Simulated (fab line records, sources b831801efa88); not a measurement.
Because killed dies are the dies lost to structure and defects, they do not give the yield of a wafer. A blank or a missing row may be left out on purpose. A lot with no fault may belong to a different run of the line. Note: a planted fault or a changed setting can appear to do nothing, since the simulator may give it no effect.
A single fault, viewed from 2 desks | flow gf180mcu | what lay behind the numbers comes last; until then each desk has only its own

== AT THE TOOL OWNER'S DESK: implanter-02 ==
GF_HV_LDD_IMPLANT_21, tool's own readings: per-lot mean of the sampled wafers with a number, covering each lot this tool ran. The brackets show how far a lot's mean lies from the usual mean; more than 4 standard deviations puts the lot out of limits, marked OUT.
Columns: A = dose_ions_cm2 at GF_HV_LDD_IMPLANT_21, usual 4.999e+13; B = faraday_current_uA at GF_HV_LDD_IMPLANT_21, usual 282
lot  | first seen here | A                   | B
L688 | day 12 06:29    | 5.000e+13           | 280
L695 | day 14 16:26    | 4.997e+13           | 276
L696 | day 14 21:19    | 4.725e+13 (-53) OUT | 271
L697 | day 15 04:23    | 4.731e+13 (-51) OUT | 268
This desk's finding: out of limits on L696, L697; first on L696, day 14 21:19 (dose_ions_cm2 at GF_HV_LDD_IMPLANT_21). Within limits: L688, L695.

== THE METROLOGY DESK ==
What the gauges read, lot by lot, whatever tool the lot ran on: means of the sampled wafers that have a number. The brackets show how far a lot's mean lies from the usual mean; more than 4 standard deviations puts the lot out of limits, marked OUT.
Columns: A = STI_OXIDATION_01_THK at GF_STI_THK_MEAS_22, usual 15.0 nm; B = HV_LDD_2_TW at GF_HV_LDD_TW_MEAS_23, usual 1054; C = CONTACT_W_THK at GF_CONTACT_THK_MEAS_26, usual 297 nm
lot  | first seen here | A    | B    | C
L684 | day 2 11:45     | 15.0 | 1058 | 292
L685 | day 2 12:53     | 15.2 | 1049 | 297
L686 | day 2 18:18     | 15.0 | 1055 | 292
L687 | day 3 02:58     | 15.0 | 1051 | 298
L688 | day 3 04:46     | 15.3 | 1059 | 293
L689 | day 3 10:59     | 14.7 | 1056 | 292
L690 | day 3 15:18     | 15.1 | 1059 | 297
L692 | day 4 01:17     | 15.1 | 1055 | 302
L695 | day 4 18:04     | 15.7 | 1051 | 293
L696 | day 4 23:58     | 14.7 | 1043 | 303
L697 | day 5 03:15     | 15.3 | 1038 | 294
L701 | day 5 23:38     | 15.1 | 1053 | 299
L704 | day 6 15:33     | 15.3 | 1049 | 298
This desk found nothing out of limits on any of the 13 lots.

== BROUGHT TOGETHER ==
The tool owner's desk had the chance to raise an alarm at day 14 21:19 on L696, L697.
At the metrology desk, nothing out of limits was observed.
The metrology desk holds a record of L696, L697, inside its limits.
The lots listed all ran GF_HV_LDD_IMPLANT_21 on implanter-02.

== WHAT HAD BEEN PUT IN BY THE SIMULATOR ==
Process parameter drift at GF_HV_LDD_IMPLANT_21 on implanter-02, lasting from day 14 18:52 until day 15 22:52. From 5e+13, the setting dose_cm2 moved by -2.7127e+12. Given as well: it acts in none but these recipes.
Lots struck among those shown: L696, L697.
Delay in hours, fault start to first out-of-limits reading, by desk: the tool owner's desk at 2.
